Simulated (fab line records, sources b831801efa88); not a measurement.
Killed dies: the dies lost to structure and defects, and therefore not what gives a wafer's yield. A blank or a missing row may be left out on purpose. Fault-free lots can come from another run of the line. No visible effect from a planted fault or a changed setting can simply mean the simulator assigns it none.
Problem report, 8D (eight disciplines) form, completed by code | flow sky130 | the parts of the form that need people (team, actions taken, sign-off) are left out

## 1. WHAT WENT WRONG
Mean of developerTempC at SKY_VIA3_DEVELOP_11: 20.20 C across 6 wafers in 2 lots; on wafers with no fault it is 21.00 C (standard deviation 0.098). That puts it -8.1 standard deviations away from the usual mean.
The step: develop time 60 s.
Seen first at day 41 10:00 on lithoTrack-04, wafer L556.1. At this step, 36 wafers from 12 lots have a number in the record. Rule for "out", or "out of limits": more than 4 standard deviations from the usual mean. All remaining wafers that have a number are taken as sound.

## 2. WHAT IT IS; WHAT IT IS NOT
question                    | is                     | is not
which readings at this step | developerTempC         | chillPlateTempC
which lots                  | L556, L557             | L550, L551, L552, L562, L564, L568, L569, L571, L572, L573
which wafers of those lots  | all that have a number | -
read on which tools         | lithoTrack-04          | lithoTrack-02, lithoTrack-03
when                        | from day 41 10:00      | up to then (9 sound wafers); but 21 sound wafers of L562, L564, L568, L569, L571, L572, L573 came after

## 3. THE SUSPECTS, EACH WITH WHAT RULES IT OUT
Counting: a tool stays on the suspect list if, at a process step up to the reading, it processed all lots that are out and no sound lot following the first of them.
- lithoTrack-04 at SKY_VIA3_DEVELOP_11 (develop time 60 s): kept. It ran every lot that is out, first L556 (day 41 10:00), and no sound lot after that; its last sound lot up to then is L552 (day 41 03:00). Its own readings are out on those wafers: developerTempC.
After counting, what remains is lithoTrack-04 at SKY_VIA3_DEVELOP_11.

## 4. THE CAUSE (what the simulator had put in)
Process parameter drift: lithoTrack-04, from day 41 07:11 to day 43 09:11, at SKY_VIA3_DEVELOP_11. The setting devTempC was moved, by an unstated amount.
Only this tool survived the counting.

## 5. THE EFFECT CHAIN, in route order
Rows list readings where the struck wafers' mean (over those with a number) sits beyond 3 standard deviations from the usual. Scope: only readings with a usual standard deviation given in the record; hours: median across lots of the time from each lot's start at the first step in this table that gives one to its start at this step; sigmas: change in usual standard deviations.
hours | step                | reading        | usual   | on struck wafers | change | sigmas
0     | SKY_VIA3_DEVELOP_11 | developerTempC | 21.00 C | 20.20            | -0.80  | -8.1
The process steps in it:
- SKY_VIA3_DEVELOP_11: develop time 60 s.

## 6. WHAT WOULD HAVE CAUGHT IT SOONER
In this record the first reading out of limits was taken at day 41 10:00, 3 hours after the fault began at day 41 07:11.
